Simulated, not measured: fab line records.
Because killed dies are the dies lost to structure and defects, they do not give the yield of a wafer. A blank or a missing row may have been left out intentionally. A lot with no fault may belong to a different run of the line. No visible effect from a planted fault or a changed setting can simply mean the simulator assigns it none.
Matching of chambers -- flow gf180mcu -- GF_CONTACT_CMP_04 on cmp-02: 4 sister chambers
The step polishes SiO2. 14 wafers are shown with their chamber, then 7 later ones without.

## EACH WAFER AND ITS CHAMBER
wafer,chamber,motor current A (A),head pressure psi (psi),time to endpoint s (s)
L774.1,0,11.9,4.004,107
L774.2,2,12.9,4.005,112
L774.4,3,15.3,3.996,109
L775.2,2,12.4,3.989,123
L775.4,1,11.7,4.020,116
L775.6,0,11.9,3.989,118
L778.3,3,14.7,3.994,109
L778.4,1,11.4,4.014,117
L778.5,0,12.7,3.996,109
L785.1,3,14.9,3.993,111
L785.3,0,13.3,4.008,114
L785.6,1,11.6,4.001,112
L790.1,3,14.8,4.013,104
L790.2,2,13.2,3.999,109

SIGNATURES, as means of the wafers listed above
reading,chamber 0,chamber 1,chamber 2,chamber 3,scatter within a chamber
motor current A,12.450,11.567,12.833,14.925,0.444
head pressure psi,3.99925,4.01167,3.99767,3.99900,0.00894
time to endpoint s,112.00,115.00,114.67,108.25,4.73
Rule: a wafer's distance from a chamber is the root of the sum, over the readings, of the square of ((its reading less the chamber's mean) divided by the reading's scatter). The wafer belongs to the nearest chamber; if the next one is less than 2 further off, it can't be placed. The scatter: take each reading less its chamber's mean, square it, sum over the shown wafers, divide by the number of wafers less the number of chambers, and take the root.

## WAFERS WITH NO CHAMBER GIVEN
wafer,motor current A (A),head pressure psi (psi),time to endpoint s (s)
L790.5,11.6,3.999,110
L792.1,12.9,3.998,108
L792.2,12.6,4.002,111
L792.6,12.5,4.000,114
L796.2,12.6,3.993,108
L796.4,14.8,4.011,106
L796.6,15.6,4.015,104

## CHAMBER TAKEN BY EACH
wafer,from the rows above,in truth
L790.5,can't be placed: 1 or 0 or 2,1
L792.1,can't be placed: 0 or 2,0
L792.2,can't be placed: 0 or 2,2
L792.6,can't be placed: 0 or 2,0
L796.2,can't be placed: 0 or 2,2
L796.4,3,3
L796.6,3,3
Correct placement for 2 of the 7. Unplaceable from these rows: 5, with the true chamber sitting among the candidates in 5. Wrongly placed: 0.
